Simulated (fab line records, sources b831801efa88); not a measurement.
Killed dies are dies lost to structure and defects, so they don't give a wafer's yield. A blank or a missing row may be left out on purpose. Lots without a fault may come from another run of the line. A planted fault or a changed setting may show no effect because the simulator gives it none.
fab line records | flow gf180mcu
record lots=5 wafers=15 last_day=34
route steps=602 shown MVSD@76 MVPSD@78 VT_IMPLANT@90
lots that met no fault: from a run of the same line without faults
start_h: hours from the record's first day to the start of the lot's first wafer shown | wait_h: hours since the lot's step before | " the same as in the row above | L1.1+2: a row that stands for several wafers | - no value, or no start given | * or withheld: withheld | < > ~ a bound
route shown NAME@n: a module of which the file shows steps, and the number in the route of the first | usual: mean/standard deviation of fault-free wafers | same: alike in all rows | chamber/n: place in a boat | sites: the reading at each site | _std_site: their standard deviation | _edge_site: outer sites' mean less inner sites' | radius_mm: how far each site lies from the wafer's centre | mask NAME#n: copy n | behind: the tool/chamber that last shaped the wafer | hold: why the lot was held/for how many hours/how that ended | device: the transistor (n, p or np) that didn't switch | end of line: the same wafers' tests at the end of the route | a step without rows: its recipe alone | killed: dies lost to structure and defects at the first sort, not the wafer's yield | map: a wafer's dies, x killed, . not, _ none there
set.NAME: the setting as run; set.NAME@STEP: as run at that earlier step | model.NAME: the simulator's own value behind a step, which no gauge read
lots at some steps of the route; a table a step, a row a wafer
services: from which hour (start_h, from the record's first day; less than 0 if before it) a tool's chamber was out of use, for how many hours, and why
## steps
# step GF_MVSD_STRIP_10
# recipe chemistry=O2/N2 power_w=1400 pressure_mtorr=1500 platen_temp_c=250 o2_flow_sccm=3000 n2_flow_sccm=300 overash_fraction=0.5
# usual drypump_motor_current_A=5.7/0.35 heater_power_w=337/33 n2_flow_sccm=300.0/0.94 oes_product_au=0.722/0.0045 strip_time_to_endpoint_s=36.99/0.11
# columns lot.wafer tool chamber start_h wait_h drypump_motor_current_A heater_power_w n2_flow_sccm oes_product_au rf_hours_counter_h strip_time_to_endpoint_s
L074.2 plasma_asher-04 1 84.15 0.1 5.2 331 299.4 0.725 28 37.05
L074.5 " 0 " " 5.7 354 299.2 0.716 - 36.96
L074.6 " 1 " " 5.2 320 299.0 0.720 - 37.05
L076.1 plasma_asher-04 0 94.00 0.1 5.7 355 300.5 0.723 29 37.09
L076.2 " 1 " " 5.2 314 299.8 0.722 29 36.98
L076.3 " 1 " " 5.2 333 300.4 0.724 - 36.99
L079.1 plasma_asher-01 1 118.85 0.1 6.3 361 301.0 0.714 48 36.96
L079.3 " 0 " " 5.5 290 299.6 0.723 - 36.94
L079.6 " 1 " " 6.3 357 300.7 0.720 - 37.01
L083.1 plasma_asher-01 1 143.11 0.1 6.3 353 300.4 0.728 51 36.79
L083.3 " 1 " " 6.3 359 300.8 0.719 - 36.89
L083.6 " 1 " " 6.3 357 301.1 0.721 - 36.80
L095.1 plasma_asher-01 0 204.20 0.1 5.5 273 301.9 0.725 57 36.93
L095.2 " 1 " " 6.3 354 299.8 0.726 57 36.90
L095.3 " 0 " " 5.6 274 300.5 0.717 - 36.98
# step GF_MVSD_TW_MEAS_11
# usual MVSD_TW=1576/9.9
# columns lot.wafer tool chamber start_h wait_h MVSD_TW
L074.2 film_metro-03 - 84.26 0.1 1584
L074.5 " - " " 1583
L074.6 " - " " 1596
L076.1 film_metro-04 - 94.10 0.1 1572
L076.2 " - " " 1564
L076.3 " - " " 1573
L079.1 film_metro-04 - 118.95 0.1 1563
L079.3 " - " " 1563
L079.6 " - " " 1563
L083.1 film_metro-03 - 143.21 0.1 1583
L083.3 " - " " 1591
L083.6 " - " " 1592
L095.1 film_metro-03 - 204.30 0.1 1580
L095.2 " - " " 1585
L095.3 " - " " 1583
# step GF_MVPSD_DEHYDRATE_00
# recipe temp_c=200 time_s=60
# usual heater_power_total_W=160.38/0.12 plate_temp_C=200.03/0.17
# columns lot.wafer tool chamber start_h wait_h heater_power_total_W plate_temp_C
L074.2 litho_track-02 0 90.64 6.4 160.31 200.30
L074.5 " 0 " " 160.54 200.31
L074.6 " 0 " " 160.56 200.04
L076.1 litho_track-02 0 100.57 6.5 160.29 200.33
L076.2 " 0 " " 160.52 199.99
L076.3 " 0 " " 160.51 200.32
L079.1 litho_track-03 0 126.23 7.3 160.36 199.86
L079.3 " 0 " " 160.38 200.39
L079.6 " 0 " " 160.31 200.19
L083.1 litho_track-03 0 150.23 7.0 160.29 199.81
L083.3 " 0 " " 160.30 199.85
L083.6 " 0 " " 160.54 200.08
L095.1 litho_track-03 0 212.08 7.8 160.33 200.10
L095.2 " 0 " " 160.19 199.96
L095.3 " 0 " " 160.38 200.12
# step GF_MVPSD_HMDS_01
# recipe prime_time_s=60 prime_temp_c=120
# columns lot.wafer tool chamber start_h wait_h
L074.2+5+6 litho_track-02 0 90.79 0.1
L076.1+2+3 litho_track-02 0 100.72 0.1
L079.1+3+6 litho_track-03 0 126.38 0.1
L083.1+3+6 litho_track-03 0 150.38 0.1
L095.1+2+3 litho_track-03 0 212.23 0.1
# step GF_MVPSD_COAT_02
# recipe spin_rpm=2000 resist_thk_nm=3000
# columns lot.wafer tool chamber start_h wait_h
L074.2+5+6 litho_track-02 0 90.94 0.1
L076.1+2+3 litho_track-02 0 100.87 0.1
L079.1+3+6 litho_track-03 0 126.53 0.1
L083.1+3+6 litho_track-03 0 150.53 0.1
L095.1+2+3 litho_track-03 0 212.38 0.1
# step GF_MVPSD_SOFTBAKE_03
# recipe temp_c=110 time_s=withheld
# usual heater_power_total_W=65.31/0.13 plate_temp_C=110.03/0.14
# columns lot.wafer tool chamber start_h wait_h heater_power_total_W plate_temp_C
L074.2 litho_track-02 0 91.10 0.1 65.43 109.94
L074.5 " 0 " " 65.39 110.08
L074.6 " 0 " " 65.23 109.94
L076.1 litho_track-02 0 101.02 0.1 65.28 110.12
L076.2 " 0 " " 65.27 110.30
L076.3 " 0 " " 65.18 110.09
L079.1 litho_track-03 0 126.68 0.1 65.09 109.96
L079.3 " 0 " " 65.16 110.07
L079.6 " 0 " " 65.39 110.09
L083.1 litho_track-03 0 150.68 0.1 65.21 110.02
L083.3 " 0 " " 65.22 110.11
L083.6 " 0 " " 65.17 110.30
L095.1 litho_track-03 0 212.53 0.1 65.32 109.98
L095.2 " 0 " " 65.21 110.11
L095.3 " 0 " " 65.13 109.86
# step GF_MVPSD_EXPOSE_04
# recipe mask_id=MVPSD target_cd_nm=1000 na=0.6 source_shape=conventional sigma_outer=0.6 dose_mj=260
# same sigma_outer=0.6
# columns lot.wafer tool chamber start_h wait_h mask
L074.2+5+6 iline_stepper-01 0 - - MVPSD#0
L076.1+2+3 iline_stepper-01 0 - - MVPSD#0
L079.1+3+6 iline_stepper-02 0 - - MVPSD#0
L083.1+3+6 iline_stepper-02 0 - - MVPSD#0
L095.1+2+3 iline_stepper-01 0 - - MVPSD#0
# step GF_MVPSD_PEB_05
# recipe temp_c=115 time_s=withheld
# usual heater_power_total_W=69.34/0.14 plate_temp_C=115.01/0.14
# columns lot.wafer tool chamber start_h wait_h heater_power_total_W plate_temp_C
L074.2 litho_track-01 0 - - 69.25 114.98
L074.5 " 0 " " 69.18 114.94
L074.6 " 0 " " 69.45 114.96
L076.1 litho_track-01 0 - - 69.36 114.97
L076.2 " 0 " " 69.26 114.88
L076.3 " 0 " " 69.23 114.78
L079.1 litho_track-01 0 - - 69.14 115.09
L079.3 " 0 " " 69.47 114.97
L079.6 " 0 " " 69.29 114.85
L083.1 litho_track-01 0 - - 69.53 114.98
L083.3 " 0 " " 69.52 115.13
L083.6 " 0 " " 69.25 114.83
L095.1 litho_track-02 0 - - 69.15 114.76
L095.2 " 0 " " 69.43 114.73
L095.3 " 0 " " 69.14 114.93
# step GF_MVPSD_DEVELOP_06
# recipe wall_angle_deg=90 develop_time_s=60 dev_temp_c=23
# usual developer_temp_C=23.01/0.12
# columns lot.wafer tool chamber start_h wait_h developer_temp_C
L074.2 litho_track-01 0 - - 23.17
L074.5 " 0 " " 23.01
L074.6 " 0 " " 23.01
L076.1 litho_track-01 0 - - 23.06
L076.2 " 0 " " 22.95
L076.3 " 0 " " 23.32
L079.1 litho_track-01 0 - - 23.06
L079.3 " 0 " " 23.14
L079.6 " 0 " " 23.06
L083.1 litho_track-01 0 - - 23.01
L083.3 " 0 " " 23.02
L083.6 " 0 " " 23.14
L095.1 litho_track-02 0 - - 23.01
L095.2 " 0 " " 23.18
L095.3 " 0 " " 23.12
# step GF_MVPSD_OVL_MEAS_07
# usual MVPSD_OVL=-1.4/1.3
# columns lot.wafer tool chamber start_h wait_h MVPSD_OVL[nm]
L074.2 overlay-02 - 98.78 - -0.4
L074.5 " - " " -1.9
L074.6 " - " " -1.5
L076.1 overlay-02 - 108.57 - -3.5
L076.2 " - " " -5.0
L076.3 " - " " -2.8
L079.1 overlay-01 - 134.82 - 0.1
L079.3 " - " " -1.1
L079.6 " - " " -1.6
L083.1 overlay-02 - 158.92 - 0.4
L083.3 " - " " -0.7
L083.6 " - " " 0.4
L095.1 overlay-01 - 221.11 - -2.0
L095.2 " - " " -2.5
L095.3 " - " " -0.4
# step GF_MVPSD_IMPLANT_08
# recipe species=B energy_kev=170 dose_cm2=1.5e+13 tilt_deg=0
# usual dose_ions_cm2=1.5002e+13/1.7e+10
# same implant_ion_amu=11
# columns lot.wafer tool chamber start_h wait_h dose_ions_cm2
L074.2 implanter-01 0 98.84 0.0 1.5012e+13
L074.5 " 0 " " 1.5038e+13
L074.6 " 0 " " 1.502e+13
L076.1 implanter-01 0 108.61 0.0 1.5001e+13
L076.2 " 0 " " 1.5001e+13
L076.3 " 0 " " 1.4996e+13
L079.1 implanter-04 0 134.86 0.0 1.5001e+13
L079.3 " 0 " " 1.501e+13
L079.6 " 0 " " 1.5013e+13
L083.1 implanter-04 0 158.96 0.0 1.5019e+13
L083.3 " 0 " " 1.5023e+13
L083.6 " 0 " " 1.5012e+13
L095.1 implanter-01 0 221.15 0.0 1.5019e+13
L095.2 " 0 " " 1.5012e+13
L095.3 " 0 " " 1.4987e+13
# step GF_MVPSD_IMPLANT_09
# recipe species=B energy_kev=40 dose_cm2=5e+12 tilt_deg=0
# usual dose_ions_cm2=4.999e+12/5.6e+09
# same implant_ion_amu=11
# columns lot.wafer tool chamber start_h wait_h dose_ions_cm2
L074.2 implanter-01 0 98.99 0.1 4.997e+12
L074.5 " 0 " " 4.993e+12
L074.6 " 0 " " 4.988e+12
L076.1 implanter-01 0 108.76 0.1 4.999e+12
L076.2 " 0 " " 4.999e+12
L076.3 " 0 " " 5.003e+12
L079.1 implanter-04 0 135.01 0.1 5.003e+12
L079.3 " 0 " " 4.995e+12
L079.6 " 0 " " 5.008e+12
L083.1 implanter-04 0 159.11 0.1 4.999e+12
L083.3 " 0 " " 4.996e+12
L083.6 " 0 " " 4.991e+12
L095.1 implanter-01 0 221.30 0.1 4.997e+12
L095.2 " 0 " " 4.997e+12
L095.3 " 0 " " 4.99e+12
# step GF_MVPSD_STRIP_10
# recipe chemistry=O2/N2 power_w=1400 pressure_mtorr=1500 platen_temp_c=250 o2_flow_sccm=3000 n2_flow_sccm=300 overash_fraction=0.5
# usual drypump_motor_current_A=5.6/0.31 heater_power_w=332/23 n2_flow_sccm=300.0/0.83 oes_product_au=0.722/0.0043 strip_time_to_endpoint_s=36.97/0.099
# columns lot.wafer tool chamber start_h wait_h drypump_motor_current_A heater_power_w n2_flow_sccm oes_product_au rf_hours_counter_h strip_time_to_endpoint_s
L074.2 plasma_asher-02 1 99.11 0.1 5.8 304 301.2 0.719 46 37.00
L074.5 " 0 " " 5.7 318 299.5 0.724 - 37.07
L074.6 " 1 " " 5.8 297 301.2 0.723 - 37.06
L076.1 plasma_asher-04 1 108.91 0.1 5.2 330 300.2 0.718 30 37.02
L076.2 " 0 " " 5.7 351 300.5 0.722 30 37.00
L076.3 " 1 " " 5.2 320 299.5 0.719 - 37.03
L079.1 plasma_asher-04 0 135.16 0.1 5.7 350 297.7 0.723 33 36.79
L079.3 " 0 " " 5.7 359 299.7 0.720 - 36.92
L079.6 " 0 " " 5.7 360 298.9 0.723 - 36.85
L083.1 plasma_asher-04 0 159.26 0.1 5.7 362 300.5 0.727 36 36.81
L083.3 " 1 " " 5.2 326 299.4 0.715 - 36.79
L083.6 " 0 " " 5.7 360 299.5 0.718 - 36.94
L095.1 plasma_asher-02 0 221.45 0.1 5.7 317 299.7 0.725 11 37.11
L095.2 " 1 " " 5.9 331 300.4 0.723 11 37.15
L095.3 " 0 " " 5.7 315 299.9 0.720 - 37.14
# step GF_MVPSD_TW_MEAS_11
# usual MVPSD_TW=551.3/3
# columns lot.wafer tool chamber start_h wait_h MVPSD_TW
L074.2 film_metro-04 - 99.22 0.1 545.9
L074.5 " - " " 547.3
L074.6 " - " " 549.3
L076.1 film_metro-01 - 109.01 0.1 550.2
L076.2 " - " " 553.6
L076.3 " - " " 548.3
L079.1 film_metro-04 - 135.26 0.1 549.2
L079.3 " - " " 548.9
L079.6 " - " " 549.1
L083.1 film_metro-04 - 159.36 0.1 544.3
L083.3 " - " " 548.2
L083.6 " - " " 550.5
L095.1 film_metro-03 - 221.55 0.1 552.6
L095.2 " - " " 553.2
L095.3 " - " " 553.0
# step GF_VT_IMPLANT_DEHYDRATE_00
# recipe temp_c=200 time_s=60
# usual heater_power_total_W=160.38/0.13 plate_temp_C=200.01/0.16
# columns lot.wafer tool chamber start_h wait_h heater_power_total_W plate_temp_C
L074.2 litho_track-03 0 106.21 7.0 160.51 199.90
L074.5 " 0 " " 160.59 199.99
L074.6 " 0 " " 160.61 199.94
L076.1 litho_track-03 0 115.53 6.5 160.53 199.83
L076.2 " 0 " " 160.54 199.91
L076.3 " 0 " " 160.48 199.81
L079.1 litho_track-03 0 142.73 7.5 160.30 199.83
L079.3 " 0 " " 160.19 200.06
L079.6 " 0 " " 160.39 199.71
L083.1 litho_track-01 0 166.82 7.5 160.59 199.92
L083.3 " 0 " " 160.47 200.12
L083.6 " 0 " " 160.29 199.95
L095.1 litho_track-04 0 230.26 8.7 160.24 200.07
L095.2 " 0 " " 160.53 199.95
L095.3 " 0 " " 160.21 200.04
# step GF_VT_IMPLANT_HMDS_01
# recipe prime_time_s=60 prime_temp_c=120
# columns lot.wafer tool chamber start_h wait_h
L074.2+5+6 litho_track-03 0 106.36 0.1
L076.1+2+3 litho_track-03 0 115.68 0.1
L079.1+3+6 litho_track-03 0 142.88 0.1
L083.1+3+6 litho_track-01 0 166.97 0.1
L095.1+2+3 litho_track-04 0 230.41 0.1
# step GF_VT_IMPLANT_COAT_02
# recipe resist=NOVOLAK spin_rpm=3000 resist_thk_nm=1000
# columns lot.wafer tool chamber start_h wait_h
L074.2+5+6 litho_track-03 0 106.51 0.1
L076.1+2+3 litho_track-03 0 115.83 0.1
L079.1+3+6 litho_track-03 0 143.03 0.1
L083.1+3+6 litho_track-01 0 167.12 0.1
L095.1+2+3 litho_track-04 0 230.56 0.1
# step GF_VT_IMPLANT_SOFTBAKE_03
# recipe temp_c=90 time_s=60 resist=NOVOLAK
# usual heater_power_total_W=56.60/0.04 plate_temp_C=90.00/0.12
# columns lot.wafer tool chamber start_h wait_h heater_power_total_W plate_temp_C
L074.2 litho_track-03 0 106.66 0.1 56.61 89.88
L074.5 " 0 " " 56.58 90.01
L074.6 " 0 " " 56.68 89.66
L076.1 litho_track-03 0 115.98 0.1 56.62 90.01
L076.2 " 0 " " 56.60 90.15
L076.3 " 0 " " 56.60 89.96
L079.1 litho_track-03 0 143.18 0.1 56.63 89.94
L079.3 " 0 " " 56.61 90.08
L079.6 " 0 " " 56.54 90.03
L083.1 litho_track-01 0 167.27 0.1 56.62 90.03
L083.3 " 0 " " 56.57 90.01
L083.6 " 0 " " 56.63 90.01
L095.1 litho_track-04 0 230.71 0.1 56.62 89.91
L095.2 " 0 " " 56.61 90.12
L095.3 " 0 " " 56.61 90.06
# step GF_VT_IMPLANT_EXPOSE_04
# recipe mask_id=LVPWELL_LV_AREA target_cd_nm=600 na=0.6 source_shape=conventional sigma_outer=0.6 dose_mj=140
# same sigma_outer=0.6
# columns lot.wafer tool chamber start_h wait_h mask
L074.2+5+6 iline_stepper-02 0 - - LVPWELL_LV_AREA#0
L076.1+2+3 iline_stepper-02 0 - - LVPWELL_LV_AREA#0
L079.1+3+6 iline_stepper-02 0 - - LVPWELL_LV_AREA#0
L083.1+3+6 iline_stepper-01 0 - - LVPWELL_LV_AREA#0
L095.1+2+3 iline_stepper-02 0 - - LVPWELL_LV_AREA#0
# step GF_VT_IMPLANT_PEB_05
# recipe temp_c=withheld time_s=* resist=NOVOLAK
# columns lot.wafer tool chamber start_h wait_h
L074.2+5+6 litho_track-03 0 - -
L076.1+2+3 litho_track-03 0 - -
L079.1+3+6 litho_track-01 0 - -
L083.1+3+6 litho_track-04 0 - -
L095.1+2+3 litho_track-01 0 - -
# step GF_VT_IMPLANT_DEVELOP_06
# recipe develop_time_s=60 dev_temp_c=23
# usual developer_temp_C=23.00/0.094
# columns lot.wafer tool chamber start_h wait_h developer_temp_C
L074.2 litho_track-03 0 113.46 0.1 23.01
L074.5 " 0 " " 22.92
L074.6 " 0 " " 23.03
L076.1 litho_track-03 0 123.88 0.1 23.07
L076.2 " 0 " " 23.05
L076.3 " 0 " " 22.95
L079.1 litho_track-01 0 150.77 0.1 22.86
L079.3 " 0 " " 23.11
L079.6 " 0 " " 23.11
L083.1 litho_track-04 0 175.71 0.1 23.12
L083.3 " 0 " " 23.14
L083.6 " 0 " " 23.23
L095.1 litho_track-01 0 239.27 0.1 22.83
L095.2 " 0 " " 22.83
L095.3 " 0 " " 22.91
# step GF_VT_IMPLANT_OVL_MEAS_07
# usual VT_IMPLANT_OVL=-0.5/1.2
# columns lot.wafer tool chamber start_h wait_h VT_IMPLANT_OVL[nm]
L074.2 overlay-02 - 113.59 0.1 0.3
L074.5 " - " " -0.1
L074.6 " - " " 0.7
L076.1 overlay-02 - 124.03 0.1 -2.2
L076.2 " - " " -3.3
L076.3 " - " " -4.0
L079.1 overlay-02 - 150.92 0.1 1.1
L079.3 " - " " 0.6
L079.6 " - " " -1.2
L083.1 overlay-01 - 175.86 0.1 -0.7
L083.3 " - " " 0.1
L083.6 " - " " 0.3
L095.1 overlay-01 - 239.42 0.1 0.4
L095.2 " - " " -1.8
L095.3 " - " " -2.0
# step GF_VT_IMPLANT_IMPLANT_08
# recipe species=BF2 energy_kev=20 dose_cm2=8.29e+12 tilt_deg=7
# usual dose_ions_cm2=8.29e+12/7.6e+09
# same implant_ion_amu=49
# columns lot.wafer tool chamber start_h wait_h dose_ions_cm2
L074.2 implanter-03 0 113.65 0.0 8.289e+12
L074.5 " 0 " " 8.285e+12
L074.6 " 0 " " 8.288e+12
L076.1 implanter-01 0 124.07 0.0 8.284e+12
L076.2 " 0 " " 8.305e+12
L076.3 " 0 " " 8.301e+12
L079.1 implanter-04 0 150.96 0.0 8.293e+12
L079.3 " 0 " " 8.273e+12
L079.6 " 0 " " 8.294e+12
L083.1 implanter-01 0 175.90 0.0 8.286e+12
L083.3 " 0 " " 8.293e+12
L083.6 " 0 " " 8.301e+12
L095.1 implanter-03 0 239.46 0.0 8.296e+12
L095.2 " 0 " " 8.296e+12
L095.3 " 0 " " 8.294e+12
# step GF_VT_IMPLANT_STRIP_09
# recipe chemistry=O2/N2 power_w=1400 pressure_mtorr=1500 platen_temp_c=250 o2_flow_sccm=3000 n2_flow_sccm=300 overash_fraction=0.5
# usual drypump_motor_current_A=5.73/0.17 heater_power_w=345/31 n2_flow_sccm=300.1/0.86 oes_product_au=0.716/0.0051 strip_time_to_endpoint_s=12.63/0.033
# columns lot.wafer tool chamber start_h wait_h drypump_motor_current_A heater_power_w n2_flow_sccm oes_product_au rf_hours_counter_h strip_time_to_endpoint_s
L074.2 plasma_asher-03 1 113.77 0.1 5.67 358 300.2 0.704 44 12.64
L074.5 " 0 " " 5.69 391 300.0 0.709 - 12.65
L074.6 " 1 " " 5.64 355 299.4 0.709 - 12.65
L076.1 plasma_asher-02 0 124.22 0.1 5.67 316 299.7 0.715 1 12.63
L076.2 " 1 " " 5.86 327 299.9 0.723 1 12.59
L076.3 " 0 " " 5.66 323 300.2 0.712 - 12.63
L079.1 plasma_asher-02 1 151.11 0.1 5.87 332 300.9 0.717 3 12.58
L079.3 " 0 " " 5.66 311 298.6 0.718 - 12.62
L079.6 " 1 " " 5.85 329 299.8 0.717 - 12.57
L083.1 plasma_asher-03 1 176.05 0.1 5.66 366 300.6 0.717 50 12.69
L083.3 " 0 " " 5.67 385 299.2 0.709 - 12.67
L083.6 " 1 " " 5.65 356 299.5 0.717 - 12.68
L095.1 plasma_asher-02 1 239.61 0.1 5.86 327 300.0 0.723 13 12.65
L095.2 " 0 " " 5.66 319 299.5 0.714 13 12.64
L095.3 " 1 " " 5.86 333 299.3 0.727 - 12.64
# step GF_VT_IMPLANT_TW_MEAS_10
# usual VT_IMPLANT_TW=564/3.9
# columns lot.wafer tool chamber start_h wait_h VT_IMPLANT_TW
L074.2 film_metro-02 - 113.88 0.1 567
L074.5 " - " " 570
L074.6 " - " " 565
L076.1 film_metro-01 - 124.32 0.1 561
L076.2 " - " " 568
L076.3 " - " " 560
L079.1 film_metro-04 - 151.21 0.1 560
L079.3 " - " " 562
L079.6 " - " " 560
L083.1 film_metro-04 - 176.15 0.1 560
L083.3 " - " " 558
L083.6 " - " " 560
L095.1 film_metro-04 - 239.71 0.1 557
L095.2 " - " " 558
L095.3 " - " " 561
# step GF_VT_IMPLANT_DEHYDRATE_11
# recipe temp_c=200 time_s=60
# usual heater_power_total_W=160.36/0.12 plate_temp_C=200.00/0.16
# columns lot.wafer tool chamber start_h wait_h heater_power_total_W plate_temp_C
L074.2 litho_track-01 0 121.00 7.1 160.37 200.17
L074.5 " 0 " " 160.62 200.05
L074.6 " 0 " " 160.29 200.08
L076.1 litho_track-03 0 131.63 7.3 160.27 199.94
L076.2 " 0 " " 160.25 199.95
L076.3 " 0 " " 160.50 199.91
L079.1 litho_track-04 0 159.16 7.9 160.31 199.89
L079.3 " 0 " " 160.34 200.18
L079.6 " 0 " " 160.18 200.20
L083.1 litho_track-04 0 184.16 8.0 160.36 200.12
L083.3 " 0 " " 160.14 199.84
L083.6 " 0 " " 160.57 199.98
L095.1 litho_track-04 0 248.66 8.9 160.19 200.17
L095.2 " 0 " " 160.64 200.12
L095.3 " 0 " " 160.33 199.81
# step GF_VT_IMPLANT_HMDS_12
# recipe prime_time_s=60 prime_temp_c=120
# columns lot.wafer tool chamber start_h wait_h
L074.2+5+6 litho_track-01 0 121.15 0.1
L076.1+2+3 litho_track-03 0 131.78 0.1
L079.1+3+6 litho_track-04 0 159.31 0.1
L083.1+3+6 litho_track-04 0 184.31 0.1
L095.1+2+3 litho_track-04 0 248.81 0.1
# step GF_VT_IMPLANT_COAT_13
# recipe resist=NOVOLAK spin_rpm=3000 resist_thk_nm=1000
# columns lot.wafer tool chamber start_h wait_h
L074.2+5+6 litho_track-01 0 121.30 0.1
L076.1+2+3 litho_track-03 0 131.93 0.1
L079.1+3+6 litho_track-04 0 159.46 0.1
L083.1+3+6 litho_track-04 0 184.46 0.1
L095.1+2+3 litho_track-04 0 248.96 0.1
# step GF_VT_IMPLANT_SOFTBAKE_14
# recipe temp_c=90 time_s=60 resist=NOVOLAK
# usual heater_power_total_W=56.60/0.046 plate_temp_C=89.98/0.13
# columns lot.wafer tool chamber start_h wait_h heater_power_total_W plate_temp_C
L074.2 litho_track-01 0 121.45 0.1 56.56 89.93
L074.5 " 0 " " 56.58 89.68
L074.6 " 0 " " 56.64 89.97
L076.1 litho_track-03 0 132.08 0.1 56.56 89.79
L076.2 " 0 " " 56.65 90.03
L076.3 " 0 " " 56.62 89.90
L079.1 litho_track-04 0 159.61 0.1 56.62 89.81
L079.3 " 0 " " 56.61 89.95
L079.6 " 0 " " 56.60 90.19
L083.1 litho_track-04 0 184.61 0.1 56.58 89.97
L083.3 " 0 " " 56.61 89.86
L083.6 " 0 " " 56.57 89.95
L095.1 litho_track-04 0 249.11 0.1 56.64 89.91
L095.2 " 0 " " 56.61 90.04
L095.3 " 0 " " 56.61 90.05
# step GF_VT_IMPLANT_EXPOSE_15
# recipe mask_id=Nwell_LV_AREA target_cd_nm=860 na=0.6 source_shape=conventional sigma_outer=0.6 dose_mj=140
# same sigma_outer=0.6
# columns lot.wafer tool chamber start_h wait_h mask
L074.2+5+6 iline_stepper-01 0 - - Nwell_LV_AREA#0
L076.1+2+3 iline_stepper-02 0 - - Nwell_LV_AREA#0
L079.1+3+6 iline_stepper-01 0 - - Nwell_LV_AREA#0
L083.1+3+6 iline_stepper-02 0 - - Nwell_LV_AREA#0
L095.1+2+3 iline_stepper-01 0 - - Nwell_LV_AREA#0
# step GF_VT_IMPLANT_PEB_16
# recipe temp_c=withheld time_s=* resist=NOVOLAK
# columns lot.wafer tool chamber start_h wait_h
L074.2+5+6 litho_track-03 0 - -
L076.1+2+3 litho_track-03 0 - -
L079.1+3+6 litho_track-03 0 - -
L083.1+3+6 litho_track-04 0 - -
L095.1+2+3 litho_track-01 0 - -
# step GF_VT_IMPLANT_DEVELOP_17
# recipe develop_time_s=60 dev_temp_c=23
# usual developer_temp_C=22.99/0.1
# columns lot.wafer tool chamber start_h wait_h developer_temp_C
L074.2 litho_track-03 0 128.71 0.1 23.00
L074.5 " 0 " " 23.05
L074.6 " 0 " " 22.99
L076.1 litho_track-03 0 140.03 0.1 22.84
L076.2 " 0 " " 22.95
L076.3 " 0 " " 23.00
L079.1 litho_track-03 0 167.48 0.1 23.07
L079.3 " 0 " " 22.99
L079.6 " 0 " " 22.97
L083.1 litho_track-04 0 192.66 0.1 23.10
L083.3 " 0 " " 23.02
L083.6 " 0 " " 23.09
L095.1 litho_track-01 0 257.97 0.1 22.79
L095.2 " 0 " " 22.93
L095.3 " 0 " " 23.01
# step GF_VT_IMPLANT_OVL_MEAS_18
# usual VT_IMPLANT_01_OVL=-0.1/1.3
# columns lot.wafer tool chamber start_h wait_h VT_IMPLANT_01_OVL[nm]
L074.2 overlay-02 - 128.84 0.1 -1.8
L074.5 " - " " -1.3
L074.6 " - " " -1.4
L076.1 overlay-02 - 140.18 0.1 0.2
L076.2 " - " " -0.3
L076.3 " - " " 0.1
L079.1 overlay-02 - 167.63 0.1 1.2
L079.3 " - " " 1.2
L079.6 " - " " 2.0
L083.1 overlay-02 - 192.82 0.1 -2.0
L083.3 " - " " -1.0
L083.6 " - " " 0.1
L095.1 overlay-02 - 258.12 0.1 -0.4
L095.2 " - " " -0.5
L095.3 " - " " -0.1
# step GF_VT_IMPLANT_IMPLANT_19
# recipe species=As energy_kev=100 dose_cm2=4.35e+12 tilt_deg=7
# usual dose_ions_cm2=4.35e+12/4.8e+09
# same implant_ion_amu=75
# columns lot.wafer tool chamber start_h wait_h dose_ions_cm2
L074.2 implanter-03 0 128.90 0.0 4.346e+12
L074.5 " 0 " " 4.351e+12
L074.6 " 0 " " 4.351e+12
L076.1 implanter-01 0 140.22 0.0 4.354e+12
L076.2 " 0 " " 4.352e+12
L076.3 " 0 " " 4.352e+12
L079.1 implanter-04 0 167.67 0.0 4.345e+12
L079.3 " 0 " " 4.348e+12
L079.6 " 0 " " 4.348e+12
L083.1 implanter-04 0 192.86 0.0 4.356e+12
L083.3 " 0 " " 4.352e+12
L083.6 " 0 " " 4.351e+12
L095.1 implanter-01 0 258.16 0.0 4.361e+12
L095.2 " 0 " " 4.353e+12
L095.3 " 0 " " 4.356e+12
# step GF_VT_IMPLANT_STRIP_20
# recipe chemistry=O2/N2 power_w=1400 pressure_mtorr=1500 platen_temp_c=250 o2_flow_sccm=3000 n2_flow_sccm=300 overash_fraction=0.5
# usual drypump_motor_current_A=5.73/0.22 heater_power_w=354/35 n2_flow_sccm=300.1/0.91 oes_product_au=0.717/0.0046 strip_time_to_endpoint_s=12.62/0.033
# columns lot.wafer tool chamber start_h wait_h drypump_motor_current_A heater_power_w n2_flow_sccm oes_product_au rf_hours_counter_h strip_time_to_endpoint_s
L074.2 plasma_asher-03 1 129.02 0.1 5.65 362 299.7 0.717 46 12.67
L074.5 " 1 " " 5.65 357 300.2 0.720 - 12.65
L074.6 " 0 " " 5.69 385 301.0 0.709 - 12.61
L076.1 plasma_asher-03 0 140.37 0.1 5.69 389 299.7 0.719 47 12.67
L076.2 " 1 " " 5.65 370 299.9 0.717 47 12.63
L076.3 " 0 " " 5.66 387 299.7 0.720 - 12.62
L079.1 plasma_asher-03 1 167.82 0.1 5.62 369 300.2 0.717 49 12.56
L079.3 " 1 " " 5.63 366 299.8 0.721 - 12.58
L079.6 " 1 " " 5.63 351 299.2 0.723 - 12.57
L083.1 plasma_asher-01 1 193.01 0.1 6.30 347 300.5 0.715 56 12.60
L083.3 " 0 " " 5.55 277 299.4 0.712 - 12.64
L083.6 " 1 " " 6.27 359 301.2 0.717 - 12.63
L095.1 plasma_asher-03 1 258.31 0.1 5.63 361 299.7 0.709 59 12.64
L095.2 " 0 " " 5.71 385 300.3 0.721 59 12.62
L095.3 " 0 " " 5.71 393 300.9 0.719 - 12.63
## services
# columns tool chamber start_h hours kind
iline_stepper-02 - 63.00 1.7 pm
implanter-03 - 63.13 5.7 pm
implanter-03 - 76.85 2.0 repair
implanter-03 - 83.37 9.3 repair
plasma_asher-02 - 89.95 4.3 pm
plasma_asher-02 - 108.75 9.0 pm
plasma_asher-02 0 108.75 9.0 vent_cycle
plasma_asher-02 1 108.75 9.0 vent_cycle
iline_stepper-01 - 115.88 1.7 pm
plasma_asher-02 0 117.75 - clean
plasma_asher-02 1 117.75 - clean
iline_stepper-02 - 122.25 2.1 pm
plasma_asher-04 - 123.74 0.7 repair
iline_stepper-02 - 124.34 - consumable_replace:lamp
implanter-01 - 127.91 2.0 repair
implanter-04 - 135.24 7.9 repair
implanter-01 - 155.99 3.2 repair
implanter-01 - 172.26 2.5 repair
implanter-03 - 206.92 6.9 repair
implanter-03 - 241.65 0.5 repair
implanter-04 - 244.47 1.4 repair
implanter-01 - 255.34 2.1 repair
## key
fault none
